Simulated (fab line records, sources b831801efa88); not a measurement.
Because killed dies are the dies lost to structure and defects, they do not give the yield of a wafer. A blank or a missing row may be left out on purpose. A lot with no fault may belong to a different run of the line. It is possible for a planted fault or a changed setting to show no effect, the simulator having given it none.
Struck lot and sound lot, side by side    flow gf180mcu    15 out of 602 route steps
Sound: these wafers, L223.1, L223.4, L223.5. Struck: wafers L235.1, L235.2, L235.6. The cause is named last.
For every step that has rows: the tool of each side, followed by ch and its chambers, followed by its first start. Under that, the readings that differ: sound wafers    struck wafers    difference of the means    sigmas: that difference in standard deviations of wafers without a fault.
alike: readings whose means differ by less than 2 such deviations, and words and numbers that are the same on both sides. not compared: withheld readings, readings that some wafer has no value for, bounds like >300 that may hide the same value, and numbers for which the record gives no deviation and whose values overlap.
The two part at a step that has a row with sigmas, a row that says differs or no value, or rows on one side only. Numbers that have no deviation but don't overlap get no sigmas and don't part them. Lack of a reading on every wafer of one side parts them only where that side has two or more wafers.

GF_V2_BOW_MEAS_05:
  sound: film metro-04 at day 22 21:50; struck: film metro-02 at day 26 15:35
  alike: V2_BOW
then, 8 steps without rows for these wafers: GF_V2_DEHYDRATE_06 (time 60 s); GF_V2_HMDS_07 (prime time 60 s); GF_V2_COAT_08; GF_V2_COAT_09 (resist thk 1000 nm); GF_V2_SOFTBAKE_10 (time 60 s); GF_V2_EXPOSE_11 (exposes mask Via2, target cd 260 nm); GF_V2_PEB_12 (peb time 90 s); GF_V2_DEVELOP_13 (develop time 60 s).
GF_V2_CD_MEAS_14 targets a cd of 260 nm.
  sound: cd sem-01 at day 23 20:56; struck: cd sem-02 at day 27 11:58
  alike: cd nm
GF_V2_OVL_MEAS_15:
  sound: overlay-02 at day 23 21:04; struck: overlay-01 at day 27 12:05
  alike: V2_OVL
GF_V2_ETCH_16: etches BARC in N2/H2.
  sound on rie diel-02 ch 1,3, day 23 21:06; struck on rie diel-04 ch 0,1,2, day 27 12:07
  alike: bias w, drypump motor current A, oes product au, throttle valve pct
GF_V2_ETCH_17: etches SiO2 in C4F8/O2/Ar, stops on TiN, target depth 630 nm.
  sound on rie diel-02 ch 1,3, day 23 21:00; struck on rie diel-04 ch 0,1,2, day 27 12:00
reading     sound           struck          difference  sigmas
bias w (W)  1200 1199 1197  1231 1230 1234  +33         +9
  alike: oes product au
GF_V2_STRIP_18: strips in O2/N2.
  sound on plasma asher-04 ch 0,1, day 23 21:14; struck on plasma asher-04 ch 0,1, day 27 12:15
  alike: drypump motor current A, heater power w, oes product au, platen temp c
  not compared: rf hours counter h
GF_PASSIVATION_PROBE_99:
  the record has rows for the sound wafers here (prober-01, day 31 19:58) and none for the struck ones

## WHERE THEY PART
At GF_V2_ETCH_17 first; at GF_PASSIVATION_PROBE_99 last (within this record only).

WHY: what the simulator had put in
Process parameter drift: rie diel-04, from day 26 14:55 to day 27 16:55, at GF_V2_ETCH_17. A move of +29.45 in setting bias w, from 1200. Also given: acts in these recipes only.
